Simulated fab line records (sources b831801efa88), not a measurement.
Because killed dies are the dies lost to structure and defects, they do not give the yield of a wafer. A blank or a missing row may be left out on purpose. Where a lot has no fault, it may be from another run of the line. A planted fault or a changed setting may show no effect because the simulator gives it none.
fab line records	flow sky130
record: lots: 24	wafers: 72	last_day: 50
route steps=708 shown METAL1@449 VIA2@521 METAL3@533 CAPM@541 CAP2M@603
lots untouched by any fault: they come from a run of this same line in which no faults occurred
start_h: start of the lot's first displayed wafer, in hours after the record's first day	wait_h: how many hours have passed since the lot's step before this one	" same as the row above	L1.1+2: a single row standing in for several wafers	- no value present, or no start provided	* or withheld: withheld	< > ~ a bound
route shown NAME@n: NAME is a module with steps in the file, n the number in the route of the first one	usual: mean/standard deviation taken from wafers without a fault	same: alike in all rows	chamber/n: place in a boat	sites: the reading at each site	_std_site: standard deviation across them	_edge_site: inner sites' mean taken away from outer sites' mean	radius_mm: how far each site lies from the wafer's centre	mask NAME#n: copy n	behind: the most recent tool/chamber to have shaped the wafer	hold: reason for holding the lot/hours on hold/outcome of the hold	device: whichever transistor did not switch (one of n, p or np)	end of line: the same wafers' tests at the end of the route	step lacking rows: just its recipe	killed: the dies lost at the first sort to structure and to defects; this is not the yield of the wafer	map: shows each die of a wafer: x if killed, . if not, _ if none is there
set.NAME: the setting the step ran with; set.NAME@STEP: the setting that earlier step ran with	model.NAME: the simulator's own value behind a step, which no gauge read
a sample of lots followed through the steps of the route, with each step as a table and each wafer as a row
services: when a tool's chamber went out of use (start_h, in hours from the record's first day, below 0 if earlier), for how many hours, and the reason
== steps ==
step: SKY_METAL1_CD_MEAS_15
recipe: target_cd_nm: 140
usual: cd_nm: 140.6/1.4
lot.wafer	tool	chamber	start_h	wait_h	cd_nm
L074.3	cd_sem-01	-	758.47	-	139.8
L074.4	"	-	"	"	140.3
L074.5	"	-	"	"	139.3
L075.3	cd_sem-01	-	772.05	-	138.9
L075.4	"	-	"	"	139.0
L075.6	"	-	"	"	141.0
L076.1	cd_sem-02	-	791.23	-	140.7
L076.2	"	-	"	"	139.9
L076.3	"	-	"	"	142.2
L077.2	cd_sem-01	-	801.15	-	137.3
L077.4	"	-	"	"	137.8
L077.5	"	-	"	"	138.0
L079.4	cd_sem-02	-	805.19	-	139.8
L079.5	"	-	"	"	141.5
L079.6	"	-	"	"	140.9
L078.2	cd_sem-01	-	811.83	-	140.9
L078.3	"	-	"	"	141.1
L078.4	"	-	"	"	140.9
L080.2	cd_sem-01	-	816.82	-	141.0
L080.5	"	-	"	"	140.5
L080.6	"	-	"	"	140.2
L081.2	cd_sem-01	-	829.28	-	139.8
L081.4	"	-	"	"	138.7
L081.6	"	-	"	"	139.8
L082.3	cd_sem-01	-	831.02	-	142.8
L082.5	"	-	"	"	142.7
L082.6	"	-	"	"	141.2
L083.3	cd_sem-01	-	832.34	-	139.2
L083.5	"	-	"	"	139.8
L083.6	"	-	"	"	139.8
L084.1	cd_sem-01	-	842.28	-	140.3
L084.4	"	-	"	"	139.2
L084.6	"	-	"	"	140.3
L085.2	cd_sem-02	-	852.58	-	142.1
L085.3	"	-	"	"	142.3
L085.6	"	-	"	"	141.7
L086.3	cd_sem-01	-	858.89	-	142.7
L086.5	"	-	"	"	141.7
L086.6	"	-	"	"	142.7
L087.2	cd_sem-02	-	868.38	-	141.3
L087.3	"	-	"	"	140.2
L087.6	"	-	"	"	141.0
L089.3	cd_sem-02	-	878.49	-	140.6
L089.5	"	-	"	"	141.5
L089.6	"	-	"	"	141.2
L088.1	cd_sem-02	-	879.10	-	141.3
L088.2	"	-	"	"	141.4
L088.6	"	-	"	"	139.0
L090.1	cd_sem-02	-	889.56	-	142.7
L090.3	"	-	"	"	139.7
L090.5	"	-	"	"	141.5
L091.1	cd_sem-01	-	896.73	-	139.7
L091.2	"	-	"	"	140.8
L091.6	"	-	"	"	140.9
L092.1	cd_sem-01	-	899.55	-	142.2
L092.4	"	-	"	"	141.4
L092.6	"	-	"	"	142.6
L093.2	cd_sem-02	-	907.70	-	140.3
L093.4	"	-	"	"	140.6
L093.6	"	-	"	"	138.8
L094.2	cd_sem-01	-	915.72	-	139.6
L094.5	"	-	"	"	141.1
L094.6	"	-	"	"	139.7
L095.2	cd_sem-01	-	917.08	-	140.3
L095.5	"	-	"	"	140.0
L095.6	"	-	"	"	139.1
L096.1	cd_sem-01	-	924.96	-	139.4
L096.2	"	-	"	"	141.3
L096.6	"	-	"	"	140.4
L097.1	cd_sem-02	-	934.63	-	143.4
L097.5	"	-	"	"	142.7
L097.6	"	-	"	"	141.6
step: SKY_VIA2_ETCH_14
recipe: chemistry: N2/H2	target: BARC	ion_energy_ev: 200	source_w: 500	bias_w: 100	pressure_mtorr: 30	n2_flow_sccm: 100	h2_flow_sccm: 200	stop_on: SiO2	time_s: 45.9	target_depth_a: 600
usual: drypump_motor_current_A: 5.8/0.43	oes_product_au: 0.855/0.0051	throttle_valve_pct: 13.226/0.0093
lot.wafer	tool	chamber	start_h	wait_h	drypump_motor_current_A	oes_product_au	rf_hours_counter_h	throttle_valve_pct
L074.3	rie_diel-03	0	841.86	0.0	6.2	0.851	20	13.207
L074.4	"	1	"	"	5.6	0.854	18	13.210
L074.5	"	2	"	"	6.2	0.846	-	13.225
L075.3	rie_diel-03	2	856.16	0.0	6.2	0.858	25	13.235
L075.4	"	3	"	"	6.0	0.851	21	13.222
L075.6	"	3	"	"	6.0	0.845	-	13.220
L076.1	rie_diel-04	0	874.64	0.0	5.1	0.864	11	13.225
L076.2	"	3	"	"	6.0	0.858	19	13.226
L076.3	"	1	"	"	5.8	0.853	15	13.224
L077.2	rie_diel-04	0	883.06	0.0	5.1	0.852	11	13.220
L077.4	"	3	"	"	6.0	0.852	-	13.211
L077.5	"	1	"	"	5.8	0.851	-	13.232
L079.4	rie_diel-04	3	887.58	0.0	6.1	0.862	-	13.229
L079.5	"	0	"	"	5.1	0.859	-	13.219
L079.6	"	1	"	"	5.8	0.853	-	13.245
L078.2	rie_diel-03	0	894.66	0.0	6.2	0.853	21	13.220
L078.3	"	3	"	"	6.0	0.846	23	13.212
L078.4	"	2	"	"	6.2	0.858	26	13.220
L080.2	rie_diel-03	3	898.64	0.0	6.0	0.853	23	13.234
L080.5	"	3	"	"	6.0	0.856	-	13.235
L080.6	"	0	"	"	6.2	0.856	-	13.219
L081.2	rie_diel-01	2	911.56	0.0	5.9	0.858	15	13.255
L081.4	"	3	"	"	4.8	0.849	18	13.226
L081.6	"	2	"	"	5.9	0.852	-	13.231
L082.3	rie_diel-04	3	911.89	0.0	6.0	0.862	20	13.227
L082.5	"	3	"	"	6.0	0.858	-	13.235
L082.6	"	1	"	"	5.8	0.860	-	13.229
L083.3	rie_diel-03	0	913.34	0.0	6.2	0.850	22	13.230
L083.5	"	0	"	"	6.2	0.859	-	13.206
L083.6	"	1	"	"	5.6	0.846	-	13.223
L084.1	rie_diel-01	2	923.91	0.0	5.9	0.857	16	13.227
L084.4	"	3	"	"	4.8	0.853	19	13.227
L084.6	"	2	"	"	5.9	0.855	-	13.226
L085.2	rie_diel-01	0	934.06	0.0	6.0	0.851	6	13.226
L085.3	"	2	"	"	5.9	0.854	16	13.229
L085.6	"	0	"	"	6.1	0.848	-	13.226
L086.3	rie_diel-03	0	939.46	0.0	6.2	0.851	23	13.229
L086.5	"	0	"	"	6.2	0.854	-	13.232
L086.6	"	3	"	"	6.0	0.855	-	13.214
L087.2	rie_diel-04	2	948.21	0.0	5.1	0.859	2	13.238
L087.3	"	3	"	"	6.0	0.857	21	13.219
L087.6	"	2	"	"	5.1	0.857	-	13.222
L089.3	rie_diel-03	3	956.14	0.0	6.0	0.859	24	13.233
L089.5	"	2	"	"	6.2	0.859	-	13.221
L089.6	"	0	"	"	6.2	0.854	-	13.229
L088.1	rie_diel-04	3	959.16	0.0	6.0	0.859	22	13.230
L088.2	"	1	"	"	5.8	0.853	18	13.236
L088.6	"	1	"	"	5.8	0.857	-	13.211
L090.1	rie_diel-04	0	968.39	0.0	5.1	0.859	14	13.219
L090.3	"	3	"	"	6.1	0.852	22	13.229
L090.5	"	1	"	"	5.8	0.846	-	13.239
L091.1	rie_diel-04	3	975.39	0.0	6.0	0.850	22	13.212
L091.2	"	1	"	"	5.8	0.857	19	13.227
L091.6	"	3	"	"	6.0	0.851	-	13.223
L092.1	rie_diel-04	1	978.24	0.0	5.8	0.860	19	13.223
L092.4	"	0	"	"	5.1	0.859	14	13.242
L092.6	"	2	"	"	5.1	0.858	-	13.213
L093.2	rie_diel-03	0	985.46	0.0	6.2	0.840	24	13.234
L093.4	"	2	"	"	6.2	0.854	2	13.225
L093.6	"	0	"	"	6.2	0.854	-	13.223
L094.2	rie_diel-03	0	995.49	0.0	6.2	0.842	25	13.220
L094.5	"	2	"	"	6.2	0.859	-	13.238
L094.6	"	3	"	"	6.0	0.857	-	13.240
L095.2	rie_diel-03	0	995.81	0.0	6.2	0.853	25	13.240
L095.5	"	0	"	"	6.2	0.854	-	13.238
L095.6	"	3	"	"	6.0	0.850	-	13.226
L096.1	rie_diel-03	3	1001.34	0.0	6.0	0.858	26	13.225
L096.2	"	0	"	"	6.2	0.845	25	13.243
L096.6	"	3	"	"	6.0	0.852	-	13.225
L097.1	rie_diel-01	2	1011.41	0.0	5.9	0.857	18	13.238
L097.5	"	3	"	"	4.8	0.861	-	13.217
L097.6	"	0	"	"	6.0	0.864	-	13.234
step: SKY_METAL3_SPUTTER_01
recipe: material: TiN	target_thk_nm: 20	power_w: 6500	time_s: 16.7	chamber_pressure_pa: 0.4
usual: throttle_valve_pct: 30.7/0.67
lot.wafer	tool	chamber	start_h	wait_h	throttle_valve_pct
L074.3	pvd_sputter-04	-	843.25	0.0	31.7
L074.4	"	-	"	"	30.4
L074.5	"	-	"	"	30.5
L075.3	pvd_sputter-04	-	857.56	0.0	29.6
L075.4	"	-	"	"	30.4
L075.6	"	-	"	"	30.4
L076.1	pvd_sputter-04	-	876.08	0.0	29.9
L076.2	"	-	"	"	30.8
L076.3	"	-	"	"	31.6
L077.2	pvd_sputter-01	-	884.46	0.0	31.7
L077.4	"	-	"	"	31.2
L077.5	"	-	"	"	31.1
L079.4	pvd_sputter-04	-	888.97	0.0	29.8
L079.5	"	-	"	"	30.3
L079.6	"	-	"	"	31.7
L078.2	pvd_sputter-02	-	896.08	0.0	30.3
L078.3	"	-	"	"	31.0
L078.4	"	-	"	"	31.1
L080.2	pvd_sputter-04	-	900.03	0.0	30.4
L080.5	"	-	"	"	30.6
L080.6	"	-	"	"	29.8
L081.2	pvd_sputter-04	-	912.99	0.0	30.2
L081.4	"	-	"	"	29.9
L081.6	"	-	"	"	30.5
L082.3	pvd_sputter-02	-	913.29	0.0	29.6
L082.5	"	-	"	"	30.9
L082.6	"	-	"	"	31.1
L083.3	pvd_sputter-04	-	914.74	0.0	30.4
L083.5	"	-	"	"	30.4
L083.6	"	-	"	"	30.8
L084.1	pvd_sputter-02	-	925.34	0.0	30.3
L084.4	"	-	"	"	31.0
L084.6	"	-	"	"	29.5
L085.2	pvd_sputter-02	-	935.46	0.0	29.5
L085.3	"	-	"	"	30.9
L085.6	"	-	"	"	30.8
L086.3	pvd_sputter-01	-	940.98	0.0	31.5
L086.5	"	-	"	"	31.6
L086.6	"	-	"	"	30.8
L087.2	pvd_sputter-04	-	949.60	0.0	29.6
L087.3	"	-	"	"	30.5
L087.6	"	-	"	"	31.7
L089.3	pvd_sputter-02	-	957.54	0.0	31.0
L089.5	"	-	"	"	29.3
L089.6	"	-	"	"	30.3
L088.1	pvd_sputter-02	-	960.56	0.0	30.9
L088.2	"	-	"	"	30.3
L088.6	"	-	"	"	30.4
L090.1	pvd_sputter-02	-	969.81	0.0	30.3
L090.3	"	-	"	"	30.6
L090.5	"	-	"	"	31.0
L091.1	pvd_sputter-04	-	976.78	0.0	29.9
L091.2	"	-	"	"	30.9
L091.6	"	-	"	"	30.5
L092.1	pvd_sputter-04	-	979.63	0.0	31.7
L092.4	"	-	"	"	29.5
L092.6	"	-	"	"	30.3
L093.2	pvd_sputter-04	-	986.85	0.0	30.7
L093.4	"	-	"	"	29.6
L093.6	"	-	"	"	30.3
L094.2	pvd_sputter-01	-	996.88	0.0	31.0
L094.5	"	-	"	"	31.6
L094.6	"	-	"	"	30.7
L095.2	pvd_sputter-04	-	997.78	0.0	31.8
L095.5	"	-	"	"	31.5
L095.6	"	-	"	"	29.7
L096.1	pvd_sputter-01	-	1002.73	0.0	31.7
L096.2	"	-	"	"	30.5
L096.6	"	-	"	"	31.6
L097.1	pvd_sputter-04	-	1012.80	0.0	29.9
L097.5	"	-	"	"	30.6
L097.6	"	-	"	"	30.4
step: SKY_CAPM_THK_MEAS_04
recipe: thk_meas_gauge: xrf	reads: TiN_of_CAPM_SPUTTER_02
usual: CAPM_TIN_THK: 205/3
lot.wafer	tool	chamber	start_h	wait_h	CAPM_TIN_THK[nm]
L074.3	film_metro-04	-	843.72	0.1	207
L074.4	"	-	"	"	206
L074.5	"	-	"	"	207
L075.3	film_metro-01	-	858.03	0.1	202
L075.4	"	-	"	"	203
L075.6	"	-	"	"	200
L076.1	film_metro-02	-	876.52	0.1	204
L076.2	"	-	"	"	206
L076.3	"	-	"	"	204
L077.2	film_metro-02	-	884.91	0.1	206
L077.4	"	-	"	"	205
L077.5	"	-	"	"	205
L079.4	film_metro-04	-	889.43	0.1	205
L079.5	"	-	"	"	205
L079.6	"	-	"	"	207
L078.2	film_metro-01	-	896.54	0.1	201
L078.3	"	-	"	"	204
L078.4	"	-	"	"	203
L080.2	film_metro-01	-	900.48	0.1	206
L080.5	"	-	"	"	206
L080.6	"	-	"	"	206
L081.2	film_metro-04	-	913.46	0.1	203
L081.4	"	-	"	"	205
L081.6	"	-	"	"	205
L082.3	film_metro-02	-	913.75	0.1	199
L082.5	"	-	"	"	198
L082.6	"	-	"	"	198
L083.3	film_metro-04	-	915.21	0.1	203
L083.5	"	-	"	"	203
L083.6	"	-	"	"	201
L084.1	film_metro-04	-	925.78	0.1	203
L084.4	"	-	"	"	202
L084.6	"	-	"	"	202
L085.2	film_metro-04	-	935.93	0.1	204
L085.3	"	-	"	"	205
L085.6	"	-	"	"	204
L086.3	film_metro-01	-	941.55	0.1	206
L086.5	"	-	"	"	206
L086.6	"	-	"	"	207
L087.2	film_metro-04	-	950.06	0.1	201
L087.3	"	-	"	"	202
L087.6	"	-	"	"	202
L089.3	film_metro-04	-	958.00	0.1	206
L089.5	"	-	"	"	208
L089.6	"	-	"	"	207
L088.1	film_metro-02	-	961.00	0.1	202
L088.2	"	-	"	"	201
L088.6	"	-	"	"	201
L090.1	film_metro-01	-	970.25	0.1	204
L090.3	"	-	"	"	204
L090.5	"	-	"	"	204
L091.1	film_metro-02	-	977.22	0.1	213
L091.2	"	-	"	"	211
L091.6	"	-	"	"	210
L092.1	film_metro-01	-	980.07	0.1	204
L092.4	"	-	"	"	206
L092.6	"	-	"	"	204
L093.2	film_metro-04	-	987.31	0.1	199
L093.4	"	-	"	"	198
L093.6	"	-	"	"	200
L094.2	film_metro-02	-	997.33	0.1	205
L094.5	"	-	"	"	204
L094.6	"	-	"	"	205
L095.2	film_metro-02	-	998.23	0.1	205
L095.5	"	-	"	"	206
L095.6	"	-	"	"	206
L096.1	film_metro-01	-	1003.17	0.1	208
L096.2	"	-	"	"	211
L096.6	"	-	"	"	208
L097.1	film_metro-02	-	1013.24	0.1	210
L097.5	"	-	"	"	210
L097.6	"	-	"	"	208
step: SKY_METAL3_CD_MEAS_13
recipe: target_cd_nm: 300
usual: cd_nm: 299.8/1.5
lot.wafer	tool	chamber	start_h	wait_h	cd_nm
L074.3	cd_sem-02	-	895.35	-	300.1
L074.4	"	-	"	"	302.2
L074.5	"	-	"	"	301.6
L075.3	cd_sem-02	-	909.27	-	299.3
L075.4	"	-	"	"	300.7
L075.6	"	-	"	"	299.3
L076.1	cd_sem-01	-	926.78	-	299.9
L076.2	"	-	"	"	299.6
L076.3	"	-	"	"	300.3
L077.2	cd_sem-02	-	935.00	-	299.6
L077.4	"	-	"	"	300.8
L077.5	"	-	"	"	299.9
L079.4	cd_sem-01	-	939.54	-	298.9
L079.5	"	-	"	"	300.2
L079.6	"	-	"	"	299.6
L078.2	cd_sem-01	-	945.52	-	300.4
L078.3	"	-	"	"	301.5
L078.4	"	-	"	"	300.4
L080.2	cd_sem-01	-	950.82	-	300.8
L080.5	"	-	"	"	302.2
L080.6	"	-	"	"	299.5
L081.2	cd_sem-02	-	962.88	-	297.3
L081.4	"	-	"	"	298.1
L081.6	"	-	"	"	298.2
L082.3	cd_sem-02	-	963.62	-	300.6
L082.5	"	-	"	"	302.2
L082.6	"	-	"	"	300.8
L083.3	cd_sem-01	-	965.37	-	300.9
L083.5	"	-	"	"	299.4
L083.6	"	-	"	"	299.2
L084.1	cd_sem-01	-	975.46	-	299.3
L084.4	"	-	"	"	298.5
L084.6	"	-	"	"	301.0
L085.2	cd_sem-02	-	984.92	-	300.6
L085.3	"	-	"	"	301.1
L085.6	"	-	"	"	301.9
L086.3	cd_sem-01	-	990.30	-	298.4
L086.5	"	-	"	"	298.8
L086.6	"	-	"	"	297.6
L087.2	cd_sem-01	-	998.42	-	297.1
L087.3	"	-	"	"	298.2
L087.6	"	-	"	"	298.1
L089.3	cd_sem-02	-	1005.54	-	301.8
L089.5	"	-	"	"	300.6
L089.6	"	-	"	"	303.2
L088.1	cd_sem-01	-	1008.55	-	301.5
L088.2	"	-	"	"	300.6
L088.6	"	-	"	"	300.8
L090.1	cd_sem-02	-	1017.55	-	297.4
L090.3	"	-	"	"	298.2
L090.5	"	-	"	"	296.9
L091.1	cd_sem-01	-	1023.13	-	299.9
L091.2	"	-	"	"	299.7
L091.6	"	-	"	"	299.7
L092.1	cd_sem-02	-	1026.57	-	302.5
L092.4	"	-	"	"	301.1
L092.6	"	-	"	"	301.5
L093.2	cd_sem-01	-	1034.34	-	298.6
L093.4	"	-	"	"	297.0
L093.6	"	-	"	"	297.4
L094.2	cd_sem-01	-	1043.59	-	298.6
L094.5	"	-	"	"	298.8
L094.6	"	-	"	"	299.6
L095.2	cd_sem-01	-	1043.97	-	301.7
L095.5	"	-	"	"	301.8
L095.6	"	-	"	"	302.2
L096.1	cd_sem-01	-	1048.65	-	299.2
L096.2	"	-	"	"	297.9
L096.6	"	-	"	"	300.1
L097.1	cd_sem-01	-	1057.93	-	298.4
L097.5	"	-	"	"	298.3
L097.6	"	-	"	"	298.5
step: SKY_CAP2M_CVD_00
recipe: material: SiO2	target_thk_nm: 15.5	temp_c: 400	time_s: withheld	rf_w: 450
usual: heater_power_w: 698/77
lot.wafer	tool	chamber	start_h	wait_h	heater_power_w
L074.3	pecvd-01	0	922.87	0.0	657
L074.4	"	2	"	"	692
L074.5	"	0	"	"	656
L075.3	pecvd-04	1	937.04	0.0	611
L075.4	"	0	"	"	710
L075.6	"	2	"	"	650
L076.1	pecvd-01	0	955.18	0.0	660
L076.2	"	2	"	"	794
L076.3	"	1	"	"	762
L077.2	pecvd-02	2	962.37	0.0	655
L077.4	"	1	"	"	769
L077.5	"	2	"	"	679
L079.4	pecvd-02	1	967.44	0.0	804
L079.5	"	0	"	"	775
L079.6	"	2	"	"	679
L078.2	pecvd-01	0	973.52	0.0	676
L078.3	"	1	"	"	691
L078.4	"	0	"	"	681
L080.2	pecvd-01	1	978.11	0.0	657
L080.5	"	0	"	"	658
L080.6	"	2	"	"	830
L081.2	pecvd-01	0	989.81	0.0	599
L081.4	"	2	"	"	852
L081.6	"	1	"	"	700
L082.3	pecvd-02	0	990.72	0.0	685
L082.5	"	2	"	"	703
L082.6	"	0	"	"	701
L083.3	pecvd-01	1	992.36	0.0	657
L083.5	"	0	"	"	632
L083.6	"	1	"	"	670
L084.1	pecvd-04	0	1002.28	0.0	596
L084.4	"	2	"	"	679
L084.6	"	1	"	"	619
L085.2	pecvd-01	0	1011.23	0.0	623
L085.3	"	2	"	"	837
L085.6	"	0	"	"	630
L086.3	pecvd-04	2	1017.41	0.0	681
L086.5	"	2	"	"	684
L086.6	"	0	"	"	733
L087.2	pecvd-04	2	1024.72	0.0	679
L087.3	"	1	"	"	590
L087.6	"	1	"	"	588
L089.3	pecvd-02	1	1031.18	0.0	855
L089.5	"	1	"	"	848
L089.6	"	2	"	"	662
L088.1	pecvd-04	2	1034.43	0.0	653
L088.2	"	0	"	"	612
L088.6	"	2	"	"	664
L090.1	pecvd-04	0	1043.18	0.0	620
L090.3	"	1	"	"	580
L090.5	"	2	"	"	640
L091.1	pecvd-02	2	1048.92	0.0	677
L091.2	"	1	"	"	806
L091.6	"	2	"	"	700
L092.1	pecvd-01	2	1052.12	0.0	836
L092.4	"	1	"	"	746
L092.6	"	2	"	"	855
L093.2	pecvd-01	0	1059.73	0.0	613
L093.4	"	0	"	"	616
L093.6	"	1	"	"	701
L094.2	pecvd-04	0	1068.71	0.0	714
L094.5	"	0	"	"	712
L094.6	"	2	"	"	709
L095.2	pecvd-01	0	1069.25	0.0	587
L095.5	"	1	"	"	712
L095.6	"	2	"	"	836
L096.1	pecvd-04	0	1072.58	0.0	726
L096.2	"	1	"	"	560
L096.6	"	1	"	"	580
L097.1	pecvd-04	1	1081.82	0.0	608
L097.5	"	0	"	"	741
L097.6	"	1	"	"	608
== services ==
tool	chamber	start_h	hours	kind
pecvd-01	0	839.65	11.5	repair
pvd_sputter-01	-	842.19	4.7	repair
pecvd-02	0	854.24	3.8	repair
rie_diel-04	0	903.03	18.8	repair
pvd_sputter-04	-	911.31	1.6	repair
rie_diel-03	1	934.43	5.6	repair
rie_diel-01	2	934.68	7.0	repair
rie_diel-04	1	946.71	6.6	repair
rie_diel-03	1	946.88	22.3	repair
pecvd-04	-	947.56	28.1	pm
pvd_sputter-02	-	955.71	0.5	repair
pecvd-02	-	965.65	0.9	repair
pecvd-04	-	975.66	2.8	pm
pecvd-04	-	994.48	0.3	repair
rie_diel-03	1	997.97	8.1	repair
pecvd-04	-	1008.25	6.0	pm
rie_diel-03	1	1017.95	19.2	repair
pecvd-01	2	1024.73	3.6	repair
pvd_sputter-04	-	1033.47	8.0	repair
pecvd-02	0	1041.21	12.5	repair
pecvd-01	-	1043.14	2.2	repair
pecvd-04	1	1059.20	10.4	repair
rie_diel-03	1	1061.34	5.9	repair
pecvd-02	-	1080.04	2.8	pm
== key ==
fault none
